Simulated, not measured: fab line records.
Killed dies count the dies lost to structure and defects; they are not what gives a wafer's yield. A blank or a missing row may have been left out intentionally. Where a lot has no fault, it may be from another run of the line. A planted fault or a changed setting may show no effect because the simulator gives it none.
Matching of chambers || flow sfq-line || SFQ_TRILAYER_L0_VIA_BARC_OPEN_VIA_ETCH_021 on rie-diel-03: 4 sister chambers
The step etches BARC in O2, target depth 125 nm, time 41.7 s. 4 wafers are shown with their chamber, then 7 later ones without.

== WAFERS, EACH WITH ITS CHAMBER ==
{"wafer": "L081.1", "chamber": 0, "drypump-motor-current-A (A)": 6.1}
{"wafer": "L088.3", "chamber": 1, "drypump-motor-current-A (A)": 5.2}
{"wafer": "L092.1", "chamber": 2, "drypump-motor-current-A (A)": 6.7}
{"wafer": "L092.4", "chamber": 3, "drypump-motor-current-A (A)": 6.3}

== WAFERS MISSING THEIR CHAMBER ==
{"wafer": "L092.5", "drypump-motor-current-A (A)": 6.3}
{"wafer": "L094.1", "drypump-motor-current-A (A)": 6.3}
{"wafer": "L094.2", "drypump-motor-current-A (A)": 5.3}
{"wafer": "L094.3", "drypump-motor-current-A (A)": 6.7}
{"wafer": "L094.4", "drypump-motor-current-A (A)": 6.1}
{"wafer": "L094.5", "drypump-motor-current-A (A)": 6.7}
{"wafer": "L094.6", "drypump-motor-current-A (A)": 6.3}

== THE CHAMBER EACH PASSED THROUGH ==
{"wafer": "L092.5", "from the rows above": 3, "in truth": 3}
{"wafer": "L094.1", "from the rows above": 3, "in truth": 3}
{"wafer": "L094.2", "from the rows above": 1, "in truth": 1}
{"wafer": "L094.3", "from the rows above": 2, "in truth": 2}
{"wafer": "L094.4", "from the rows above": 0, "in truth": 0}
{"wafer": "L094.5", "from the rows above": 2, "in truth": 2}
{"wafer": "L094.6", "from the rows above": 3, "in truth": 3}
7 of 7 placed correctly. Left unplaced by these rows: 0. Wrongly placed: 0.
How it was worked out, from the rows above alone: a wafer's distance from a chamber is the root of the sum, over the readings, of the square of ((its reading less the chamber's mean) divided by the reading's scatter). If the next closest chamber is less than 2 further off than the closest, the wafer can't be placed; otherwise it belongs to the closest. The mean given for a chamber averages the wafers shown for that chamber. The scatter: with one shown wafer a chamber, the root of the mean of the squares of how far each hidden wafer lies from its nearest shown one.
